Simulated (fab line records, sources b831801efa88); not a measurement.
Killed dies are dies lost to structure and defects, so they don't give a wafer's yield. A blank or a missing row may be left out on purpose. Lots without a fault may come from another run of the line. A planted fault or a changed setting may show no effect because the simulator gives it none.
Which tool did it? | flow sky130 | 6 lots, 18 wafers sampled, at 2 steps of a route of 708

WHAT THE GAUGES READ, wafer by wafer
SKY_CAP2M_RS_MEAS_03: measures by four-point-probe.
lot  | measured     | on            | CAP2M_TIN_RS (ohm/sq)
L413 | day 39 14:56 | film_metro-01 | 6.88 6.94 6.90
L420 | day 42 01:07 | film_metro-02 | 8.84 8.85 8.95
L424 | day 43 05:13 | film_metro-02 | 6.82 6.85 6.82
L430 | day 45 01:46 | film_metro-04 | 6.85 6.84 6.84
L432 | day 45 11:35 | film_metro-04 | 6.80 6.87 6.80
L435 | day 46 02:50 | film_metro-04 | 6.97 6.92 6.90

WHICH TOOL RAN EACH LOT (tool, then ch and the chambers of the sampled wafers, then the start)
lot  | SKY_CAP2M_SPUTTER_02
L413 | pvd_sputter-03, day 39 14:48
L420 | pvd_sputter-01, day 42 01:01
L424 | pvd_sputter-03, day 43 05:06
L430 | pvd_sputter-03, day 45 01:38
L432 | pvd_sputter-03, day 45 11:23
L435 | pvd_sputter-03, day 46 02:43
- SKY_CAP2M_SPUTTER_02: material TiN, target thk 200 nm, time 166.7 s.

THE ANSWER, worked out from the rows above alone
Rule: what is usual is taken from the lots themselves. Put in order of their means at a reading, lots are off if they are a third of the lots or fewer, leave a main group of 4 or more, and stand apart from it by a gap of 3 or more times the standard deviation of the main group's means; of several such gaps the widest counts. A main group whose means are all the same, to the digits that the tables above print for the reading, isn't used. A lot without any number at a reading at which 4 lots or more have one is off too. The other lots that the step has rows for count as sound.
Off: L420, at SKY_CAP2M_RS_MEAS_03 (CAP2M_TIN_RS). The main group: mean 6.87 ohm/sq, standard deviation 0.043.
A tool fits if, at a process step before that reading, it ran every lot that is off, and no sound lot after the first of them. The gauges at SKY_CAP2M_RS_MEAS_03 are tried like those tools. One fits: pvd_sputter-01 at SKY_CAP2M_SPUTTER_02. It ran no sound lot before its first lot that is off in this sample, so the start can't be narrowed down.

WHAT THE SIMULATOR HAD PUT IN
Process parameter drift: pvd_sputter-01, from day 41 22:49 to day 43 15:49, at SKY_CAP2M_SPUTTER_02. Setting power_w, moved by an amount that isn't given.
Lots struck among those shown: L420. The rule above found the same.
